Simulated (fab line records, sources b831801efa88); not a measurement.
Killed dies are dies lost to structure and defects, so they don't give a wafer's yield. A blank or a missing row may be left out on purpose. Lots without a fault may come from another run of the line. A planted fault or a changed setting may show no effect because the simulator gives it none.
fab line records | flow sky130
record lots=10 wafers=30 last_day=50
route steps=708 shown VIA3@586 METAL5@675 PASSIVATION@693 PAD_OPEN@708
lots that met no fault: from a run of the same line without faults
start_h: hours from the record's first day to the start of the lot's first wafer shown | wait_h: hours since the lot's step before | " the same as in the row above | L1.1+2: a row that stands for several wafers | - no value, or no start given | * or withheld: withheld | < > ~ a bound
route shown NAME@n: a module of which the file shows steps, and the number in the route of the first | usual: mean/standard deviation of fault-free wafers | same: alike in all rows | chamber/n: place in a boat | sites: the reading at each site | _std_site: their standard deviation | _edge_site: outer sites' mean less inner sites' | radius_mm: how far each site lies from the wafer's centre | mask NAME#n: copy n | behind: the tool/chamber that last shaped the wafer | hold: why the lot was held/for how many hours/how that ended | device: the transistor (n, p or np) that didn't switch | end of line: the same wafers' tests at the end of the route | a step without rows: its recipe alone | killed: dies lost to structure and defects at the first sort, not the wafer's yield | map: a wafer's dies, x killed, . not, _ none there
set.NAME: the setting as run; set.NAME@STEP: as run at that earlier step | model.NAME: the simulator's own value behind a step, which no gauge read
steps of the route over a sample of lots; a table a step, a row a wafer
services: from which hour (start_h, from the record's first day; less than 0 if before it) a tool's chamber was out of use, for how many hours, and why
## steps
# step SKY_VIA3_OVL_MEAS_13
# usual VIA3_OVL=2/5.1
# columns lot.wafer tool chamber start_h wait_h VIA3_OVL[nm]
L552.2 overlay-02 - 936.37 0.1 10
L552.4 " - " " 8
L552.6 " - " " 15
L553.1 overlay-01 - 941.98 0.1 2
L553.3 " - " " 2
L553.5 " - " " 2
L555.1 overlay-02 - 961.06 0.1 4
L555.2 " - " " -1
L555.6 " - " " 7
L562.1 overlay-02 - 1010.27 0.1 -5
L562.3 " - " " -7
L562.4 " - " " -4
L563.1 overlay-01 - 1019.78 0.1 -1
L563.3 " - " " 3
L563.5 " - " " 7
L565.3 overlay-02 - 1022.90 0.1 5
L565.4 " - " " 13
L565.6 " - " " 6
L568.2 overlay-01 - 1040.38 0.1 4
L568.3 " - " " 2
L568.4 " - " " 2
L573.2 overlay-02 - 1076.02 0.1 5
L573.4 " - " " 2
L573.5 " - " " 3
L574.1 overlay-02 - 1076.72 0.1 2
L574.2 " - " " 1
L574.3 " - " " -4
L575.1 overlay-02 - 1083.52 0.1 10
L575.4 " - " " 8
L575.6 " - " " 11
# step SKY_METAL5_DESCUM_14
# recipe chemistry=O2 source_power_w=150 bias_power_w=0 pressure_mtorr=10 temp_c=40 time_s=11
# usual drypump_motor_current_A=5.9/0.52 oes_product_au=1.008/0.012 rf_fwd_power_W=147.7/0.78
# same bias_power_w=0
# columns lot.wafer tool chamber start_h wait_h drypump_motor_current_A oes_product_au rf_fwd_power_W rf_hours_counter_h
L552.2 rie_metal-03 1 1036.60 0.1 6.5 0.993 148.6 4
L552.4 " 1 " " 6.5 1.003 148.4 -
L552.6 " 0 " " 5.6 0.999 147.1 -
L553.1 rie_metal-03 1 1041.85 0.1 6.5 1.001 147.7 4
L553.3 " 0 " " 5.6 0.995 147.1 -
L553.5 " 0 " " 5.6 1.003 146.6 -
L555.1 rie_metal-04 0 1059.29 0.1 5.1 1.022 146.5 14
L555.2 " 1 " " 5.7 1.016 148.3 19
L555.6 " 1 " " 5.8 1.011 148.3 -
L562.1 rie_metal-04 1 1101.84 0.1 5.8 1.013 148.3 22
L562.3 " 0 " " 5.1 1.025 147.4 -
L562.4 " 1 " " 5.8 1.009 148.9 -
L563.1 rie_metal-03 1 1111.04 0.1 6.5 0.993 148.1 10
L563.3 " 0 " " 5.6 1.000 147.4 -
L563.5 " 1 " " 6.5 0.987 148.6 -
L565.3 rie_metal-03 1 1114.11 0.1 6.5 0.999 148.4 -
L565.4 " 0 " " 5.6 1.000 146.8 -
L565.6 " 1 " " 6.5 1.005 147.6 -
L568.2 rie_metal-04 0 1129.34 0.1 5.1 1.020 147.6 18
L568.3 " 0 " " 5.1 1.028 146.9 -
L568.4 " 1 " " 5.8 1.014 147.6 -
L573.2 rie_metal-01 0 1160.11 0.1 5.6 0.995 148.7 22
L573.4 " 1 " " 6.6 1.008 146.3 -
L573.5 " 0 " " 5.6 0.993 148.2 -
L574.1 rie_metal-01 1 1161.95 0.1 6.6 1.002 146.4 26
L574.2 " 0 " " 5.6 0.999 148.2 22
L574.3 " 0 " " 5.6 0.999 148.8 -
L575.1 rie_metal-04 1 1166.00 0.1 5.8 1.015 148.2 27
L575.4 " 0 " " 5.1 1.029 147.3 -
L575.6 " 1 " " 5.8 1.016 148.3 -
# step SKY_METAL5_METAL_ETCH_15
# recipe target_depth_a=12600 stop_on=SiO2 over_etch_frac=0.2 time_s=252 chemistry=Cl2/BCl3 resist_sidewall_deg=86 pressure_mtorr=10 icp_w=900 bias_w=48.5 Cl2_flow_sccm=60 bcl3_flow_sccm=30
# usual bias_w=48.49/0.15 drypump_motor_current_A=5.9/0.52 oes_product_au=0.894/0.0055 rf_fwd_power_W=898.0/2.9 throttle_valve_pct=22.265/0.009
# columns lot.wafer tool chamber start_h wait_h bias_w drypump_motor_current_A oes_product_au rf_fwd_power_W rf_hours_counter_h throttle_valve_pct
L552.2 rie_metal-03 1 1036.63 0.0 48.29 6.5 0.901 898.5 4 22.252
L552.4 " 1 " " 48.24 6.5 0.889 898.4 - 22.265
L552.6 " 0 " " 48.46 5.6 0.900 896.1 - 22.269
L553.1 rie_metal-03 1 1041.88 0.0 48.30 6.5 0.908 896.2 4 22.257
L553.3 " 0 " " 48.48 5.6 0.887 902.5 - 22.261
L553.5 " 0 " " 48.60 5.6 0.894 900.3 - 22.286
L555.1 rie_metal-04 0 1059.33 0.0 48.47 5.1 0.898 893.0 14 22.265
L555.2 " 1 " " 48.43 5.8 0.899 901.2 19 22.253
L555.6 " 1 " " 48.72 5.8 0.891 898.1 - 22.279
L562.1 rie_metal-04 1 1101.88 0.0 48.40 5.8 0.902 896.6 22 22.251
L562.3 " 0 " " 48.47 5.1 0.889 898.5 - 22.281
L562.4 " 1 " " 48.22 5.8 0.902 895.2 - 22.254
L563.1 rie_metal-03 1 1111.08 0.0 48.77 6.5 0.893 896.4 10 22.252
L563.3 " 0 " " 48.44 5.6 0.894 900.4 - 22.275
L563.5 " 1 " " 48.41 6.5 0.757 897.7 - 22.264
L565.3 rie_metal-03 1 1114.21 0.1 48.39 6.5 0.894 895.8 - 22.266
L565.4 " 0 " " 48.41 5.6 0.756 894.4 - 22.275
L565.6 " 1 " " 48.34 6.5 0.892 901.3 - 22.275
L568.2 rie_metal-04 0 1129.38 0.0 48.47 5.1 0.898 903.0 18 22.259
L568.3 " 0 " " 48.56 5.1 0.903 897.0 - 22.268
L568.4 " 1 " " 48.54 5.8 0.894 894.3 - 22.255
L573.2 rie_metal-01 0 1160.14 0.0 48.48 5.6 0.898 897.3 22 22.265
L573.4 " 1 " " 48.44 6.7 0.880 892.0 - 22.256
L573.5 " 0 " " 48.40 5.6 0.890 899.0 - 22.271
L574.1 rie_metal-01 1 1161.98 0.0 48.64 6.6 0.900 898.2 27 22.277
L574.2 " 0 " " 48.43 5.6 0.888 896.0 23 22.263
L574.3 " 0 " " 48.51 5.6 0.898 893.6 - 22.278
L575.1 rie_metal-04 1 1166.03 0.0 48.65 5.8 0.889 900.6 28 22.262
L575.4 " 0 " " 48.55 5.1 0.885 900.0 - 22.272
L575.6 " 1 " " 48.27 5.8 0.897 898.9 - 22.275
# step SKY_METAL5_STRIP_16
# recipe chemistry=O2/N2 power_w=1400 pressure_mtorr=1500 platen_temp_c=withheld o2_flow_sccm=3000 n2_flow_sccm=300 overash_fraction=0.5
# usual drypump_motor_current_A=5.7/0.41 o2_flow_sccm=3000/8.9 oes_product_au=0.710/0.0043 strip_time_to_endpoint_s=12.94/0.15
# columns lot.wafer tool chamber start_h wait_h drypump_motor_current_A o2_flow_sccm oes_product_au rf_hours_counter_h strip_time_to_endpoint_s
L552.2 plasma_asher-03 0 1036.87 0.2 5.3 2984 0.708 61 13.12
L552.4 " 1 " " 5.7 2996 0.704 - 13.20
L552.6 " 1 " " 5.7 2990 0.709 - 13.19
L553.1 plasma_asher-03 0 1042.12 0.2 5.3 3000 0.712 61 13.09
L553.3 " 1 " " 5.7 2999 0.717 - 13.23
L553.5 " 0 " " 5.3 3002 0.713 - 13.15
L555.1 plasma_asher-01 0 1059.56 0.2 5.5 3009 0.711 96 12.76
L555.2 " 1 " " 5.4 3002 0.708 96 12.80
L555.6 " 0 " " 5.5 3002 0.712 - 12.86
L562.1 plasma_asher-01 0 1102.11 0.2 5.5 3005 0.707 101 12.84
L562.3 " 0 " " 5.5 2997 0.712 - 12.68
L562.4 " 1 " " 5.4 2994 0.705 - 12.91
L563.1 plasma_asher-03 0 1111.31 0.2 5.3 2999 0.714 68 13.12
L563.3 " 0 " " 5.3 2996 0.706 - 13.04
L563.5 " 0 " " 5.3 2988 0.713 - 16.37
L565.3 plasma_asher-01 0 1114.40 0.1 5.5 3000 0.706 - 12.91
L565.4 " 1 " " 5.5 2997 0.704 - 16.32
L565.6 " 0 " " 5.5 2998 0.712 - 13.06
L568.2 plasma_asher-01 1 1129.61 0.2 5.4 2995 0.716 104 12.66
L568.3 " 0 " " 5.5 3008 0.712 - 12.75
L568.4 " 1 " " 5.4 3006 0.713 - 12.85
L573.2 plasma_asher-03 0 1160.38 0.2 5.3 2991 0.716 73 13.14
L573.4 " 0 " " 5.3 2995 0.699 - 13.08
L573.5 " 1 " " 5.7 2997 0.713 - 13.12
L574.1 plasma_asher-03 0 1162.22 0.2 5.3 3009 0.706 73 13.00
L574.2 " 1 " " 5.7 3007 0.708 73 13.15
L574.3 " 0 " " 5.3 3002 0.704 - 13.05
L575.1 plasma_asher-03 0 1166.27 0.2 5.3 3004 0.717 74 12.83
L575.4 " 1 " " 5.7 2997 0.716 - 12.73
L575.6 " 1 " " 5.7 2997 0.713 - 12.84
# step SKY_PASSIVATION_STRIP_12
# recipe chemistry=O2/N2 power_w=1400 pressure_mtorr=1500 platen_temp_c=withheld overash_fraction=0.7 o2_flow_sccm=3000 n2_flow_sccm=300
# usual drypump_motor_current_A=5.46/0.2 o2_flow_sccm=2999/8.9 oes_product_au=0.661/0.0043 strip_time_to_endpoint_s=31.54/0.16
# columns lot.wafer tool chamber start_h wait_h drypump_motor_current_A o2_flow_sccm oes_product_au rf_hours_counter_h strip_time_to_endpoint_s
L552.2 plasma_asher-01 1 1060.25 0.1 5.42 3001 0.660 97 31.46
L552.4 " 1 " " 5.41 2983 0.660 - 31.19
L552.6 " 1 " " 5.41 3003 0.658 - 31.29
L553.1 plasma_asher-03 1 1064.95 0.1 5.69 3003 0.653 63 31.85
L553.3 " 1 " " 5.70 2995 0.664 - 31.64
L553.5 " 0 " " 5.28 2996 0.665 - 31.75
L555.1 plasma_asher-04 0 1082.25 0.1 5.11 2982 0.665 2 31.55
L555.2 " 1 " " 5.68 2994 0.663 2 31.56
L555.6 " 1 " " 5.66 2999 0.657 - 31.53
L562.1 plasma_asher-03 1 1123.35 0.1 5.70 3000 0.659 69 31.58
L562.3 " 1 " " 5.68 3004 0.660 - 31.52
L562.4 " 0 " " 5.27 2996 0.651 - 31.33
L563.1 plasma_asher-01 0 1131.96 0.1 5.51 2996 0.660 104 31.65
L563.3 " 0 " " 5.51 2993 0.658 - 31.43
L565.3 plasma_asher-04 1 1134.73 0.1 5.70 2988 0.660 - 31.71
L565.6 " 0 " " 5.14 3006 0.659 - 31.23
L568.2 plasma_asher-03 1 1149.57 0.1 5.70 3002 0.663 72 31.63
L568.3 " 1 " " 5.70 3000 0.660 - 31.58
L568.4 " 0 " " 5.28 2993 0.662 - 31.41
L573.2 plasma_asher-03 0 1178.37 0.1 5.29 3007 0.660 75 31.53
L573.4 " 0 " " 5.30 2999 0.656 - 31.37
L573.5 " 1 " " 5.70 2995 0.670 - 31.59
L574.1 plasma_asher-03 1 1179.66 0.1 5.71 3028 0.663 75 31.50
L574.2 " 0 " " 5.29 3001 0.668 75 31.75
L574.3 " 0 " " 5.27 2996 0.651 - 31.65
L575.1 plasma_asher-03 0 1184.25 0.1 5.29 3018 0.660 75 31.50
L575.4 " 0 " " 5.27 3019 0.655 - 31.40
L575.6 " 0 " " 5.29 3027 0.656 - 31.53
# step SKY_PAD_OPEN_PROBE_99
# usual defect_limited_yield=82.3/2.1 killed_at_M0_to_M3=45/6.9 killed_at_M4_up=3.1/1.7 killed_at_contacts=24/5.7 killed_at_front_end=15/4.6 killed_at_other=0.3/0.57 killed_dies=87/10 killed_on_rim=17/3.9 killed_open=48/7.4 killed_short=39/6.7 sort_bin_3_pad_short=0.9/0.41 sort_bin_5_function=10.4/1.5 sort_bin_6_memory=6.4/1.1 sort_n_pass=405/10 sort_yield_pct=82.3/2.1
# same gross_dies=492 killed_at_back_side=0 sort_bin_4_leakage[%]=0 sort_bin_8_speed[%]=0
# columns lot.wafer tool chamber start_h wait_h defect_limited_yield[%] killed_at_M0_to_M3 killed_at_M4_up killed_at_contacts killed_at_front_end killed_at_other killed_dies killed_on_rim killed_open killed_short sort_bin_3_pad_short[%] sort_bin_5_function[%] sort_bin_6_memory[%] sort_n_pass sort_yield_pct[%]
L562.1 prober-01 - 1144.92 0.1 82.9 48 7 21 6 2 84 20 45 39 0.8 10.0 6.3 408 82.9
L562.3 prober-01 - 1145.02 0.2 84.3 44 0 22 11 0 77 13 40 37 0.4 8.5 6.7 415 84.3
L562.4 prober-01 - 1145.07 0.2 85.6 33 0 25 13 0 71 12 43 28 0.2 9.3 4.9 421 85.6
L563.1 prober-02 - 1153.16 0.1 83.9 32 2 17 28 0 79 9 46 33 1.2 11.4 3.5 413 83.9
L563.3 prober-02 - 1153.26 0.2 81.1 44 3 20 26 0 93 13 56 37 0.8 10.8 7.3 399 81.1
L563.5 prober-02 - 1153.36 0.2 0 33 423 21 15 0 492 96 37 36 0.4 93.7 5.9 0 0
L565.3 prober-01 - 1155.75 0.2 81.9 44 6 25 13 1 89 17 47 42 0.8 10.4 6.9 403 81.9
L565.4 prober-01 - 1155.80 0.2 0 40 399 27 26 0 492 96 54 40 0.6 93.5 5.9 0 0
L565.6 prober-01 - 1155.90 0.2 86.0 37 2 20 10 0 69 14 47 22 0.4 8.7 4.9 423 86.0
# killed by level:class
L562.1 METAL2:geometric_particle:short=10 VIA1:geometric_particle:open=7 VIA3:geometric_particle:open=7 LI_CONTACT:geometric_particle:open=6 CONTACT:geometric_particle:open=6 METAL4:geometric_particle:short=6 METAL3:geometric_particle:short=5 POLY_GATE:geometric_particle:open=4
L562.3 VIA1:geometric_particle:open=9 LI_CONTACT:geometric_particle:open=8 VIA2:geometric_particle:open=8 LOCAL_INTERCONNECT:geometric_particle:short=6 METAL1:geometric_particle:short=6 VIA3:geometric_particle:open=6 POLY_GATE:geometric_particle:short=5 CONTACT:geometric_particle:open=5
L562.4 CONTACT:geometric_particle:open=12 LI_CONTACT:geometric_particle:open=6 METAL1:geometric_particle:short=6 VIA1:geometric_particle:open=6 LI_CONTACT:geometric_particle:short=4 VIA2:geometric_particle:short=4 VIA3:geometric_particle:open=4 POLY_GATE:geometric_particle:short=3
L563.1 POLY_GATE:geometric_particle:open=10 POLY_GATE:geometric_particle:short=8 VIA1:geometric_particle:open=8 FIELD_ISO:geometric_particle:open=5 METAL1:geometric_particle:short=5 FIELD_ISO:geometric_particle:short=4 LI_CONTACT:geometric_particle:open=4 CONTACT:geometric_particle:open=4
L563.3 VIA2:geometric_particle:open=11 CONTACT:geometric_particle:open=10 VIA1:geometric_particle:open=8 POLY_GATE:geometric_particle:open=7 VIA3:geometric_particle:open=6 METAL2:geometric_particle:short=5 VIA3:geometric_particle:short=5 POLY_GATE:geometric_particle:short=4
L563.5 METAL5:area_etch=419 CONTACT:geometric_particle:open=9 VIA2:geometric_particle:open=8 LI_CONTACT:geometric_particle:open=6 VIA1:geometric_particle:short=5 VIA1:geometric_particle:open=5 FIELD_ISO:geometric_particle:short=4 LOCAL_INTERCONNECT:geometric_particle:short=4
L565.3 VIA1:geometric_particle:open=11 CONTACT:geometric_particle:open=9 LOCAL_INTERCONNECT:geometric_particle:short=7 VIA3:geometric_particle:open=7 CONTACT:geometric_particle:short=6 METAL2:geometric_particle:short=6 FIELD_ISO:geometric_particle:open=5 METAL4:geometric_particle:short=5
L565.4 METAL5:area_etch=398 CONTACT:geometric_particle:open=13 FIELD_ISO:geometric_particle:short=8 VIA1:geometric_particle:open=8 VIA2:geometric_particle:open=8 FIELD_ISO:geometric_particle:open=7 VIA1:geometric_particle:short=6 POLY_GATE:geometric_particle:short=5
L565.6 CONTACT:geometric_particle:open=10 VIA1:geometric_particle:open=10 VIA2:geometric_particle:open=7 LI_CONTACT:geometric_particle:open=5 VIA1:geometric_particle:short=5 VIA3:geometric_particle:open=5 METAL3:geometric_particle:short=3 LOCAL_INTERCONNECT:geometric_particle:short=3
## services
# columns tool chamber start_h hours kind
plasma_asher-04 - 1055.25 9.0 pm
plasma_asher-04 0 1055.25 9.0 vent_cycle
plasma_asher-04 1 1055.25 9.0 vent_cycle
plasma_asher-04 0 1064.25 - clean
plasma_asher-04 1 1064.25 - clean
plasma_asher-01 - 1069.34 1.6 repair
rie_metal-03 0 1088.10 6.9 repair
plasma_asher-04 - 1105.69 16.1 repair
rie_metal-01 0 1111.80 1.5 repair
rie_metal-04 0 1113.05 9.0 repair
rie_metal-03 0 1126.95 3.8 repair
rie_metal-04 1 1180.43 - clean
rie_metal-04 1 1180.43 - consumable_replace:focus_ring
rie_metal-04 1 1180.43 14.4 scheduled_down
rie_metal-04 1 1180.43 14.4 vent_cycle
## key
first_sign step=SKY_METAL5_METAL_ETCH_15 reading=oes_product_au direction=down sigmas=25 usual=0.894 struck=0.757
effect step=SKY_METAL5_STRIP_16 reading=strip_time_to_endpoint_s direction=up sigmas=23 usual=* struck=*
effect step=SKY_PAD_OPEN_PROBE_99 reading=killed_at_M4_up direction=up sigmas=99+ usual=3.1 struck=411
more_kills_born_at SKY_METAL5_METAL_ETCH_15@rie_metal-03=817
met_at SKY_METAL5_METAL_ETCH_15
struck_lots L563,L565
struck_wafers L563.5,L565.4
later_rows_left_out L563.5,L565.4
not_acting_at SKY_VIA3_OVL_MEAS_13,SKY_METAL5_DESCUM_14,SKY_PASSIVATION_STRIP_12
onset_between 1041.88 1111.08
fault kind=process_parameter_drift tool=rie_metal-03 chamber=- onset_h=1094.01 steps=SKY_METAL5_METAL_ETCH_15 channel=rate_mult offset=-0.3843 shape=step end_h=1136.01 scope=struck_wafers_only
# later_rows_left_out: the simulator's readings of these wafers behind a module that went badly wrong aren't trusted and aren't shown, but for the sort
